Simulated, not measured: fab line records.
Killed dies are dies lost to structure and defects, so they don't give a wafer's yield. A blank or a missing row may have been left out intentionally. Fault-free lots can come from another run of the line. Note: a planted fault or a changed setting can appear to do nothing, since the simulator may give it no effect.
Which tool was responsible? / flow gf180mcu / 24 lots, 72 wafers sampled, at 6 steps of a route of 602

WHAT EACH GAUGE READ, for each wafer
GF_V3_BOW_MEAS_05.
lot=L074; measured=day 23 12:18; on=film metro-02; V3_BOW (um)=127 124 132
lot=L075; measured=day 24 01:56; on=film metro-01; V3_BOW (um)=121 120 115
lot=L076; measured=day 24 08:05; on=film metro-03; V3_BOW (um)=122 124 126
lot=L077; measured=day 24 16:22; on=film metro-01; V3_BOW (um)=124 113 119
lot=L078; measured=day 24 20:30; on=film metro-03; V3_BOW (um)=118 123 123
lot=L079; measured=day 25 08:18; on=film metro-01; V3_BOW (um)=126 115 120
lot=L080; measured=day 25 13:45; on=film metro-03; V3_BOW (um)=128 136 124
lot=L081; measured=day 25 19:06; on=film metro-02; V3_BOW (um)=132 127 116
lot=L082; measured=day 26 11:08; on=film metro-03; V3_BOW (um)=132 138 121
lot=L083; measured=day 26 14:59; on=film metro-03; V3_BOW (um)=125 120 117
lot=L084; measured=day 26 23:39; on=film metro-02; V3_BOW (um)=133 124 136
lot=L085; measured=day 27 06:22; on=film metro-02; V3_BOW (um)=108 115 106
lot=L086; measured=day 27 10:56; on=film metro-03; V3_BOW (um)=125 123 125
lot=L087; measured=day 27 17:26; on=film metro-02; V3_BOW (um)=101 118 97
lot=L088; measured=day 28 03:35; on=film metro-01; V3_BOW (um)=115 127 127
lot=L089; measured=day 28 07:56; on=film metro-02; V3_BOW (um)=129 117 121
lot=L090; measured=day 28 13:20; on=film metro-02; V3_BOW (um)=136 140 141
lot=L091; measured=day 28 23:48; on=film metro-01; V3_BOW (um)=118 120 118
lot=L092; measured=day 29 03:20; on=film metro-02; V3_BOW (um)=121 104 121
lot=L093; measured=day 29 09:00; on=film metro-01; V3_BOW (um)=113 135 117
lot=L094; measured=day 29 13:16; on=film metro-01; V3_BOW (um)=109 118 121
lot=L095; measured=day 29 21:49; on=film metro-01; V3_BOW (um)=111 118 102
lot=L096; measured=day 30 06:26; on=film metro-03; V3_BOW (um)=114 115 120
lot=L097; measured=day 30 10:31; on=film metro-03; V3_BOW (um)=115 123 117

GF_V3_THK_MEAS_25: measures by xrf.
lot=L074; measured=day 24 13:52; on=film metro-01; V3_W_THK (nm)=350 351 354
lot=L075; measured=day 25 01:58; on=film metro-02; V3_W_THK (nm)=352 346 345
lot=L076; measured=day 25 07:48; on=film metro-03; V3_W_THK (nm)=347 352 346
lot=L077; measured=day 25 16:37; on=film metro-03; V3_W_THK (nm)=346 344 339
lot=L078; measured=day 25 20:29; on=film metro-01; V3_W_THK (nm)=361 362 353
lot=L079; measured=day 26 08:11; on=film metro-01; V3_W_THK (nm)=345 352 353
lot=L080; measured=day 26 12:42; on=film metro-03; V3_W_THK (nm)=345 350 340
lot=L081; measured=day 26 18:44; on=film metro-03; V3_W_THK (nm)=345 348 348
lot=L082; measured=day 27 10:15; on=film metro-01; V3_W_THK (nm)=346 357 352
lot=L083; measured=day 27 13:52; on=film metro-01; V3_W_THK (nm)=348 349 355
lot=L084; measured=day 27 22:26; on=film metro-01; V3_W_THK (nm)=354 356 359
lot=L085; measured=day 28 05:23; on=film metro-02; V3_W_THK (nm)=352 353 348
lot=L086; measured=day 28 08:59; on=film metro-01; V3_W_THK (nm)=363 359 354
lot=L087; measured=day 28 15:37; on=film metro-01; V3_W_THK (nm)=349 350 357
lot=L088; measured=day 29 01:45; on=film metro-01; V3_W_THK (nm)=343 352 346
lot=L089; measured=day 29 05:43; on=film metro-02; V3_W_THK (nm)=357 354 350
lot=L090; measured=day 29 11:25; on=film metro-02; V3_W_THK (nm)=341 348 354
lot=L091; measured=day 29 21:28; on=film metro-03; V3_W_THK (nm)=340 348 343
lot=L092; measured=day 30 00:44; on=film metro-01; V3_W_THK (nm)=354 346 350
lot=L093; measured=day 30 06:53; on=film metro-01; V3_W_THK (nm)=355 355 349
lot=L094; measured=day 30 10:38; on=film metro-02; V3_W_THK (nm)=345 338 346
lot=L095; measured=day 30 19:17; on=film metro-01; V3_W_THK (nm)=344 351 344
lot=L096; measured=day 31 03:38; on=film metro-02; V3_W_THK (nm)=359 361 349
lot=L097; measured=day 31 06:58; on=film metro-01; V3_W_THK (nm)=356 346 352

GF_V5_THK_MEAS_01.
lot=L074; measured=day 28 10:40; on=film metro-02; V5_CVD_00_THK (nm)=299.7 303.0 304.5
lot=L075; measured=day 28 22:23; on=film metro-02; V5_CVD_00_THK (nm)=303.0 303.8 299.6
lot=L076; measured=day 29 03:35; on=film metro-01; V5_CVD_00_THK (nm)=295.9 301.5 297.2
lot=L077; measured=day 29 11:55; on=film metro-03; V5_CVD_00_THK (nm)=297.4 301.6 302.9
lot=L078; measured=day 29 15:48; on=film metro-03; V5_CVD_00_THK (nm)=304.4 302.6 302.7
lot=L079; measured=day 30 02:22; on=film metro-02; V5_CVD_00_THK (nm)=301.4 298.9 296.8
lot=L080; measured=day 30 06:16; on=film metro-01; V5_CVD_00_THK (nm)=304.9 301.8 303.0
lot=L081; measured=day 30 12:35; on=film metro-03; V5_CVD_00_THK (nm)=304.8 303.0 303.3
lot=L082; measured=day 30 23:56; on=film metro-02; V5_CVD_00_THK (nm)=300.3 297.4 303.3
lot=L083; measured=day 31 04:46; on=film metro-03; V5_CVD_00_THK (nm)=294.3 305.4 302.9
lot=L084; measured=day 31 12:24; on=film metro-02; V5_CVD_00_THK (nm)=304.2 299.1 303.9
lot=L085; measured=day 31 19:36; on=film metro-02; V5_CVD_00_THK (nm)=296.1 308.1 298.5
lot=L086; measured=day 31 22:31; on=film metro-03; V5_CVD_00_THK (nm)=299.6 298.1 301.5
lot=L087; measured=day 32 04:08; on=film metro-02; V5_CVD_00_THK (nm)=297.5 299.7 303.9
lot=L088; measured=day 32 13:18; on=film metro-01; V5_CVD_00_THK (nm)=300.6 299.6 299.6
lot=L089; measured=day 32 16:26; on=film metro-03; V5_CVD_00_THK (nm)=298.5 294.4 300.0
lot=L090; measured=day 32 22:06; on=film metro-01; V5_CVD_00_THK (nm)=303.9 302.3 298.5
lot=L091; measured=day 33 05:30; on=film metro-01; V5_CVD_00_THK (nm)=297.4 299.2 295.7
lot=L092; measured=day 33 08:04; on=film metro-01; V5_CVD_00_THK (nm)=301.7 298.7 303.5
lot=L093; measured=day 33 14:40; on=film metro-01; V5_CVD_00_THK (nm)=301.2 297.8 303.3
lot=L094; measured=day 33 18:23; on=film metro-03; V5_CVD_00_THK (nm)=300.0 299.9 298.2
lot=L095; measured=day 34 01:46; on=film metro-01; V5_CVD_00_THK (nm)=301.6 300.3 300.9
lot=L096; measured=day 34 08:18; on=film metro-01; V5_CVD_00_THK (nm)=301.4 297.1 301.3
lot=L097; measured=day 34 10:46; on=film metro-01; V5_CVD_00_THK (nm)=300.1 302.1 301.7

EACH LOT AND THE TOOL THAT RAN IT (in order: tool; ch and the chambers of the sampled wafers; start)
lot=L074; GF_V3_SPUTTER_21=pvd sputter-02, day 24 13:31; GF_V4_ETCH_17=rie diel-03 ch 1,2, day 26 14:10 or earlier; GF_MIM_SPUTTER_00=pvd sputter-04, day 26 14:10
lot=L075; GF_V3_SPUTTER_21=pvd sputter-02, day 25 01:37; GF_V4_ETCH_17=rie diel-03 ch 0,2,3, day 27 01:34 or earlier; GF_MIM_SPUTTER_00=pvd sputter-03, day 27 01:34
lot=L076; GF_V3_SPUTTER_21=pvd sputter-02, day 25 07:28; GF_V4_ETCH_17=rie diel-02 ch 0,3, day 27 07:55 or earlier; GF_MIM_SPUTTER_00=pvd sputter-04, day 27 07:55
lot=L077; GF_V3_SPUTTER_21=pvd sputter-02, day 25 16:17; GF_V4_ETCH_17=rie diel-01 ch 1,3, day 27 16:25 or earlier; GF_MIM_SPUTTER_00=pvd sputter-01, day 27 16:25
lot=L078; GF_V3_SPUTTER_21=pvd sputter-02, day 25 20:09; GF_V4_ETCH_17=rie diel-01 ch 1,2,3, day 27 20:40 or earlier; GF_MIM_SPUTTER_00=pvd sputter-01, day 27 20:40
lot=L079; GF_V3_SPUTTER_21=pvd sputter-02, day 26 07:51; GF_V4_ETCH_17=rie diel-01 ch 1,3, day 28 07:20 or earlier; GF_MIM_SPUTTER_00=pvd sputter-04, day 28 07:20
lot=L080; GF_V3_SPUTTER_21=pvd sputter-01, day 26 12:22; GF_V4_ETCH_17=rie diel-02 ch 1,2,3, day 28 11:15 or earlier; GF_MIM_SPUTTER_00=pvd sputter-04, day 28 11:15
lot=L081; GF_V3_SPUTTER_21=pvd sputter-01, day 26 18:17; GF_V4_ETCH_17=rie diel-03 ch 0,1,2, day 28 18:17 or earlier; GF_MIM_SPUTTER_00=pvd sputter-04, day 28 18:17
lot=L082; GF_V3_SPUTTER_21=pvd sputter-02, day 27 09:55; GF_V4_ETCH_17=rie diel-03 ch 1,2, day 29 06:44 or earlier; GF_MIM_SPUTTER_00=pvd sputter-04, day 29 06:44
lot=L083; GF_V3_SPUTTER_21=pvd sputter-01, day 27 13:32; GF_V4_ETCH_17=rie diel-03 ch 2,3, day 29 11:26 or earlier; GF_MIM_SPUTTER_00=pvd sputter-01, day 29 11:26
lot=L084; GF_V3_SPUTTER_21=pvd sputter-01, day 27 22:06; GF_V4_ETCH_17=rie diel-01 ch 1,3, day 29 19:19 or earlier; GF_MIM_SPUTTER_00=pvd sputter-04, day 29 19:19
lot=L085; GF_V3_SPUTTER_21=pvd sputter-02, day 28 05:03; GF_V4_ETCH_17=rie diel-01 ch 0,3, day 30 03:07 or earlier; GF_MIM_SPUTTER_00=pvd sputter-01, day 30 03:07
lot=L086; GF_V3_SPUTTER_21=pvd sputter-04, day 28 08:39; GF_V4_ETCH_17=rie diel-01 ch 0,1,2, day 30 05:35 or earlier; GF_MIM_SPUTTER_00=pvd sputter-03, day 30 05:35
lot=L087; GF_V3_SPUTTER_21=pvd sputter-02, day 28 15:17; GF_V4_ETCH_17=rie diel-01 ch 0,1,3, day 30 11:43 or earlier; GF_MIM_SPUTTER_00=pvd sputter-01, day 30 11:43
lot=L088; GF_V3_SPUTTER_21=pvd sputter-02, day 29 01:25; GF_V4_ETCH_17=rie diel-02 ch 2,3, day 30 22:07 or earlier; GF_MIM_SPUTTER_00=pvd sputter-04, day 30 22:07
lot=L089; GF_V3_SPUTTER_21=pvd sputter-01, day 29 05:22; GF_V4_ETCH_17=rie diel-01 ch 0,2, day 31 00:58 or earlier; GF_MIM_SPUTTER_00=pvd sputter-04, day 31 00:58
lot=L090; GF_V3_SPUTTER_21=pvd sputter-04, day 29 11:04; GF_V4_ETCH_17=rie diel-01 ch 1,2,3, day 31 06:58 or earlier; GF_MIM_SPUTTER_00=pvd sputter-03, day 31 06:58
lot=L091; GF_V3_SPUTTER_21=pvd sputter-01, day 29 21:08; GF_V4_ETCH_17=rie diel-01 ch 0,2,3, day 31 15:43 or earlier; GF_MIM_SPUTTER_00=pvd sputter-04, day 31 15:43
lot=L092; GF_V3_SPUTTER_21=pvd sputter-04, day 30 00:23; GF_V4_ETCH_17=rie diel-01 ch 0,1,3, day 31 18:46 or earlier; GF_MIM_SPUTTER_00=pvd sputter-04, day 31 18:46
lot=L093; GF_V3_SPUTTER_21=pvd sputter-02, day 30 06:34; GF_V4_ETCH_17=rie diel-01 ch 1,2,3, day 32 01:24 or earlier; GF_MIM_SPUTTER_00=pvd sputter-01, day 32 01:24
lot=L094; GF_V3_SPUTTER_21=pvd sputter-01, day 30 10:17; GF_V4_ETCH_17=rie diel-01 ch 0,2,3, day 32 04:41 or earlier; GF_MIM_SPUTTER_00=pvd sputter-04, day 32 04:41
lot=L095; GF_V3_SPUTTER_21=pvd sputter-01, day 30 18:57; GF_V4_ETCH_17=rie diel-03 ch 0,1, day 32 12:34 or earlier; GF_MIM_SPUTTER_00=pvd sputter-01, day 32 12:34
lot=L096; GF_V3_SPUTTER_21=pvd sputter-02, day 31 03:19; GF_V4_ETCH_17=rie diel-03 ch 0,1, day 32 20:01 or earlier; GF_MIM_SPUTTER_00=pvd sputter-03, day 32 20:01
lot=L097; GF_V3_SPUTTER_21=pvd sputter-04, day 31 06:37; GF_V4_ETCH_17=rie diel-03 ch 1,3, day 32 23:31 or earlier; GF_MIM_SPUTTER_00=pvd sputter-04, day 32 23:31
- GF_V3_SPUTTER_21: material Ti, target thk 15 nm, time 80.02 s.
- GF_V4_ETCH_17: etches SiO2 in C4F8/O2/Ar, stops on TiN, target depth 630 nm.
- GF_MIM_SPUTTER_00: material Ti, target thk 37.5 nm, time 150 s.

AS READ BY THE TOOLS THEMSELVES (means over the sampled wafers that have a number; for cases with no such wafer, the mark the record gives instead)
GF_V3_SPUTTER_21.
lot=L074; tool=pvd sputter-02; cathode dc power W (W)=2500.1; throttle valve pct (%)=30.4
lot=L075; tool=pvd sputter-02; cathode dc power W (W)=2500.3; throttle valve pct (%)=30.6
lot=L076; tool=pvd sputter-02; cathode dc power W (W)=2500.2; throttle valve pct (%)=31.0
lot=L077; tool=pvd sputter-02; cathode dc power W (W)=2500.1; throttle valve pct (%)=30.3
lot=L078; tool=pvd sputter-02; cathode dc power W (W)=2499.6; throttle valve pct (%)=31.0
lot=L079; tool=pvd sputter-02; cathode dc power W (W)=2499.7; throttle valve pct (%)=30.8
lot=L080; tool=pvd sputter-01; cathode dc power W (W)=2500.3; throttle valve pct (%)=29.1
lot=L081; tool=pvd sputter-01; cathode dc power W (W)=2499.6; throttle valve pct (%)=28.9
lot=L082; tool=pvd sputter-02; cathode dc power W (W)=2499.8; throttle valve pct (%)=30.8
lot=L083; tool=pvd sputter-01; cathode dc power W (W)=2500.1; throttle valve pct (%)=29.5
lot=L084; tool=pvd sputter-01; cathode dc power W (W)=2500.1; throttle valve pct (%)=29.3
lot=L085; tool=pvd sputter-02; cathode dc power W (W)=2500.0; throttle valve pct (%)=30.8
lot=L086; tool=pvd sputter-04; cathode dc power W (W)=2500.0; throttle valve pct (%)=30.2
lot=L087; tool=pvd sputter-02; cathode dc power W (W)=2500.2; throttle valve pct (%)=30.1
lot=L088; tool=pvd sputter-02; cathode dc power W (W)=2499.9; throttle valve pct (%)=29.7
lot=L089; tool=pvd sputter-01; cathode dc power W (W)=2499.8; throttle valve pct (%)=28.9
lot=L090; tool=pvd sputter-04; cathode dc power W (W)=2499.8; throttle valve pct (%)=30.6
lot=L091; tool=pvd sputter-01; cathode dc power W (W)=2499.8; throttle valve pct (%)=29.5
lot=L092; tool=pvd sputter-04; cathode dc power W (W)=2500.2; throttle valve pct (%)=30.3
lot=L093; tool=pvd sputter-02; cathode dc power W (W)=2499.8; throttle valve pct (%)=29.6
lot=L094; tool=pvd sputter-01; cathode dc power W (W)=2499.7; throttle valve pct (%)=28.9
lot=L095; tool=pvd sputter-01; cathode dc power W (W)=2499.9; throttle valve pct (%)=29.3
lot=L096; tool=pvd sputter-02; cathode dc power W (W)=2499.6; throttle valve pct (%)=30.2
lot=L097; tool=pvd sputter-04; cathode dc power W (W)=2499.8; throttle valve pct (%)=30.2

GF_V4_ETCH_17.
lot=L074; tool=rie diel-03; oes product au (a.u.)=0.853
lot=L075; tool=rie diel-03; oes product au (a.u.)=0.858
lot=L076; tool=rie diel-02; oes product au (a.u.)=0.857
lot=L077; tool=rie diel-01; oes product au (a.u.)=0.858
lot=L078; tool=rie diel-01; oes product au (a.u.)=0.854
lot=L079; tool=rie diel-01; oes product au (a.u.)=0.850
lot=L080; tool=rie diel-02; oes product au (a.u.)=0.856
lot=L081; tool=rie diel-03; oes product au (a.u.)=0.852
lot=L082; tool=rie diel-03; oes product au (a.u.)=0.855
lot=L083; tool=rie diel-03; oes product au (a.u.)=0.854
lot=L084; tool=rie diel-01; oes product au (a.u.)=0.861
lot=L085; tool=rie diel-01; oes product au (a.u.)=0.855
lot=L086; tool=rie diel-01; oes product au (a.u.)=0.855
lot=L087; tool=rie diel-01; oes product au (a.u.)=0.860
lot=L088; tool=rie diel-02; oes product au (a.u.)=0.854
lot=L089; tool=rie diel-01; oes product au (a.u.)=0.854
lot=L090; tool=rie diel-01; oes product au (a.u.)=0.860
lot=L091; tool=rie diel-01; oes product au (a.u.)=0.851
lot=L092; tool=rie diel-01; oes product au (a.u.)=0.855
lot=L093; tool=rie diel-01; oes product au (a.u.)=0.855
lot=L094; tool=rie diel-01; oes product au (a.u.)=0.854
lot=L095; tool=rie diel-03; oes product au (a.u.)=0.860
lot=L096; tool=rie diel-03; oes product au (a.u.)=0.857
lot=L097; tool=rie diel-03; oes product au (a.u.)=0.861

GF_MIM_SPUTTER_00.
lot=L074; tool=pvd sputter-04; cathode dc power W (W)=3999.8; throttle valve pct (%)=30.6
lot=L075; tool=pvd sputter-03; cathode dc power W (W)=3999.8; throttle valve pct (%)=30.0
lot=L076; tool=pvd sputter-04; cathode dc power W (W)=4000.4; throttle valve pct (%)=29.9
lot=L077; tool=pvd sputter-01; cathode dc power W (W)=4000.2; throttle valve pct (%)=30.0
lot=L078; tool=pvd sputter-01; cathode dc power W (W)=3999.8; throttle valve pct (%)=29.1
lot=L079; tool=pvd sputter-04; cathode dc power W (W)=4000.0; throttle valve pct (%)=30.0
lot=L080; tool=pvd sputter-04; cathode dc power W (W)=4000.7; throttle valve pct (%)=30.3
lot=L081; tool=pvd sputter-04; cathode dc power W (W)=4000.1; throttle valve pct (%)=30.3
lot=L082; tool=pvd sputter-04; cathode dc power W (W)=3999.8; throttle valve pct (%)=30.0
lot=L083; tool=pvd sputter-01; cathode dc power W (W)=4000.1; throttle valve pct (%)=29.2
lot=L084; tool=pvd sputter-04; cathode dc power W (W)=4000.1; throttle valve pct (%)=30.1
lot=L085; tool=pvd sputter-01; cathode dc power W (W)=4000.8; throttle valve pct (%)=28.9
lot=L086; tool=pvd sputter-03; cathode dc power W (W)=3999.4; throttle valve pct (%)=30.0
lot=L087; tool=pvd sputter-01; cathode dc power W (W)=4000.5; throttle valve pct (%)=29.4
lot=L088; tool=pvd sputter-04; cathode dc power W (W)=3999.5; throttle valve pct (%)=29.9
lot=L089; tool=pvd sputter-04; cathode dc power W (W)=4000.0; throttle valve pct (%)=30.2
lot=L090; tool=pvd sputter-03; cathode dc power W (W)=3999.8; throttle valve pct (%)=30.6
lot=L091; tool=pvd sputter-04; cathode dc power W (W)=4000.0; throttle valve pct (%)=30.3
lot=L092; tool=pvd sputter-04; cathode dc power W (W)=4000.0; throttle valve pct (%)=30.1
lot=L093; tool=pvd sputter-01; cathode dc power W (W)=4000.0; throttle valve pct (%)=29.5
lot=L094; tool=pvd sputter-04; cathode dc power W (W)=3999.8; throttle valve pct (%)=30.6
lot=L095; tool=pvd sputter-01; cathode dc power W (W)=3999.4; throttle valve pct (%)=29.5
lot=L096; tool=pvd sputter-03; cathode dc power W (W)=4000.0; throttle valve pct (%)=30.7
lot=L097; tool=pvd sputter-04; cathode dc power W (W)=3999.5; throttle valve pct (%)=30.7

THE ANSWER, worked out from the rows above alone
Rule: what is usual is taken from the lots themselves. Put in order of their means at a reading, lots are off if they are a third of the lots or fewer, leave a main group of 4 or more, and stand apart from it by a gap of 3 or more times the standard deviation of the main group's means; of several such gaps the widest counts. The tables above print the reading to a certain number of digits; a main group whose means all agree to those digits is not used. A lot without any number at a reading at which 4 lots or more have one is off too. Where the step has rows for the other lots, those lots are counted as sound. After the gauges, taken in route order, come the tools' own readings; for these a lot's mean is taken, as printed above. At the first step where some lot is off, the reading lying furthest off is the one used; lots without a number count as furthest.
Across all readings shown, no lot is off: no conclusion can be drawn from this.

WHAT THE SIMULATOR HAD INSERTED
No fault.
